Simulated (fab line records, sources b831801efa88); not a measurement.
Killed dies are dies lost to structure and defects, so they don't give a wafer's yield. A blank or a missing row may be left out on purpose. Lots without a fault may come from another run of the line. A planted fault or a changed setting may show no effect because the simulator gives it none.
A struck lot beside a sound one | flow sky130 | 16 steps out of a route of 708
Sound: wafers L872.2, L872.5, L872.6. Struck: wafers L887.3, L887.4, L887.5. The cause comes at the end.
At each step with rows: each side's tool, then ch and its chambers, then its first start. Under that, the readings that differ: sound wafers | struck wafers | difference of the means | sigmas: that difference in standard deviations of wafers without a fault.
alike: readings whose means differ by less than 2 such deviations, and words and numbers that are the same on both sides. not compared: withheld readings, readings that some wafer has no value for, bounds like >300 that may hide the same value, and numbers for which the record gives no deviation and whose values overlap.
The two part at a step that has a row with sigmas, a row that says differs or no value, or rows on one side only. Numbers that don't overlap but have no deviation are shown without sigmas and don't part them. A reading that every wafer of one side lacks parts them only if that side has two wafers or more.

SKY_SPACER_THK_MEAS_01:
  sound on film_metro-03, day 22 10:03; struck on film_metro-02, day 28 05:54
  alike: SPACER_CVD_00_THK
SKY_SPACER_ETCHBACK_02: etches Si3N4 in CH3F/O2, stops on SiO2, time 46.7 s, target depth 45 nm.
  sound on rie_diel-03 ch 0,2,3, day 22 10:06; struck on rie_diel-04 ch 2,3, day 28 05:56
  alike: O2_flow_sccm, drypump_motor_current_A, oes_product_au, throttle_valve_pct
  not compared: rf_hours_counter_h
then, 8 steps without rows for these wafers: SKY_POLY_CUT_DEHYDRATE_00 (time 60 s); SKY_POLY_CUT_HMDS_01 (prime time 60 s); SKY_POLY_CUT_COAT_02 (resist thk 60 nm); SKY_POLY_CUT_COAT_03 (resist thk 450 nm); SKY_POLY_CUT_SOFTBAKE_04 (time 90 s); SKY_POLY_CUT_EXPOSE_05 (exposes mask NPCM, target cd 270 nm); SKY_POLY_CUT_PEB_06; SKY_POLY_CUT_DEVELOP_07 (develop time 60 s).
SKY_POLY_CUT_CD_MEAS_08: target cd 270 nm.
  sound on cd_sem-02, day 23 16:26; struck on cd_sem-02, day 29 09:32
  reading    | sound             | struck            | difference | sigmas
  cd_nm (nm) | 268.6 269.1 268.9 | 271.6 273.0 272.0 | +3.3       | +2
SKY_POLY_CUT_OVL_MEAS_09:
  sound on overlay-01, day 23 16:32; struck on overlay-01, day 29 09:38
  reading           | sound       | struck | difference | sigmas
  POLY_CUT_OVL (nm) | -10 -15 -12 | 3 -4 2 | +13        | +2
SKY_POLY_CUT_ETCH_10: etches BARC in N2/H2, stops on SiO2, time 45.9 s, target depth 60 nm.
  sound on rie_diel-02 ch 0,1,2, day 23 16:34; struck on rie_diel-01 ch 1,2, day 29 09:39
  no value came back on the struck wafers for any of 7 readings (bias_w (W), chamber_pressure_mTorr (mTorr) and others); on the sound wafers bias_w (W) reads 99.4 99.6 99.5
  reading                                         | sound             | struck            | difference | sigmas
  model.KrF-thick_of_POLY_CUT_COAT_03.thk_nm (nm) | 408.9 408.3 408.8 | 438.3 437.4 436.8 | +28.8      |
  not compared: rf_hours_counter_h
SKY_POLY_CUT_ETCH_11: etches Si3N4 in CF4/CH2F2/Ar, stops on poly-Si, time 42.5 s, target depth 60 nm.
  sound on rie_diel-02 ch 0,1,2, day 23 16:37; struck on rie_diel-01 ch 1,2, day 29 09:42
  reading                | sound                | struck               | difference | sigmas
  oes_product_au (a.u.)  | 0.831 0.827 0.829    | 0.371 0.376 0.379    | -0.454     | -71
  throttle_valve_pct (%) | 14.993 15.004 14.999 | 14.958 14.938 14.957 | -0.048     | -5
  alike: bias_w, cf4_flow_sccm, drypump_motor_current_A
  not compared: rf_hours_counter_h
SKY_POLY_CUT_STRIP_12: strips in O2/N2.
  sound on plasma_asher-03 ch 0,1, day 23 16:40; struck on plasma_asher-03 ch 0,1, day 29 09:46
  reading                      | sound             | struck            | difference | sigmas
  strip_time_to_endpoint_s (s) | 5.357 5.370 5.361 | 5.656 5.635 5.639 | +0.281     | +17
  alike: drypump_motor_current_A, oes_product_au
  not compared: rf_hours_counter_h
then, 1 step without rows for these wafers: SKY_SD_P_DEHYDRATE_00 (time 60 s).

WHERE THEY PART
First at SKY_POLY_CUT_CD_MEAS_08; last, within this record, at SKY_POLY_CUT_STRIP_12.

WHY: what the simulator had put in
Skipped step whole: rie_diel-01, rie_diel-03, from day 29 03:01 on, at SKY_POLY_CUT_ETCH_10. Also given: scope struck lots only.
